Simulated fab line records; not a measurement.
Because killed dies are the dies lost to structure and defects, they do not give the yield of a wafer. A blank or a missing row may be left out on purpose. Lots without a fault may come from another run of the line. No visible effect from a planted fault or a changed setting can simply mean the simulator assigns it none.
Which tool was responsible? | flow gf180mcu | 6 lots, 18 wafers sampled, at 2 steps of a route of 602

WHAT THE GAUGES SHOWED, per wafer
GF_HV_LDD_TW_MEAS_38.
lot  | measured     | on           | HV_LDD_3_TW
L874 | day 13 06:12 | filmMetro-01 | 1422 1427 1427
L881 | day 15 08:41 | filmMetro-03 | 1576 1575 1570
L884 | day 16 10:32 | filmMetro-03 | 1461 1462 1464
L887 | day 17 11:50 | filmMetro-01 | 1434 1440 1438
L889 | day 18 10:44 | filmMetro-03 | 1450 1452 1456
L891 | day 19 03:05 | filmMetro-03 | 1445 1449 1454

WHICH TOOL RAN EACH LOT (tool, then ch and the chambers of the sampled wafers, then the start)
lot  | GF_HV_LDD_IMPLANT_33
L874 | implanter-04 ch 0, day 13 05:32
L881 | implanter-04 ch 0, day 15 07:39
L884 | implanter-01 ch 0, day 16 09:50
L887 | implanter-04 ch 0, day 17 11:08
L889 | implanter-01 ch 0, day 18 10:02
L891 | implanter-03 ch 0, day 19 02:23
- GF_HV_LDD_IMPLANT_33

THE ANSWER, worked out from the rows above alone
Rule: usual is defined by the lots themselves. Put in order of their means at a reading, lots are off if they are a third of the lots or fewer, leave a main group of 4 or more, and stand apart from it by a gap of 3 or more times the standard deviation of the main group's means; of several such gaps the widest counts. If all means in a main group match to the digits the tables above print for the reading, that group is not used. A lot without any number at a reading at which 4 lots or more have one is off too. Where the step has rows for the other lots, those lots are counted as sound.
Off: L881, at GF_HV_LDD_TW_MEAS_38 (HV_LDD_3_TW). Mean 1445 and standard deviation 13 in the main group.
If a tool, at a process step before that reading, ran all the lots that are off and no sound lot after the first of them, it fits. Those tools and the gauges at GF_HV_LDD_TW_MEAS_38 are tried in the same way. Of those tried, none fits.

WHAT WAS PUT IN BY THE SIMULATOR
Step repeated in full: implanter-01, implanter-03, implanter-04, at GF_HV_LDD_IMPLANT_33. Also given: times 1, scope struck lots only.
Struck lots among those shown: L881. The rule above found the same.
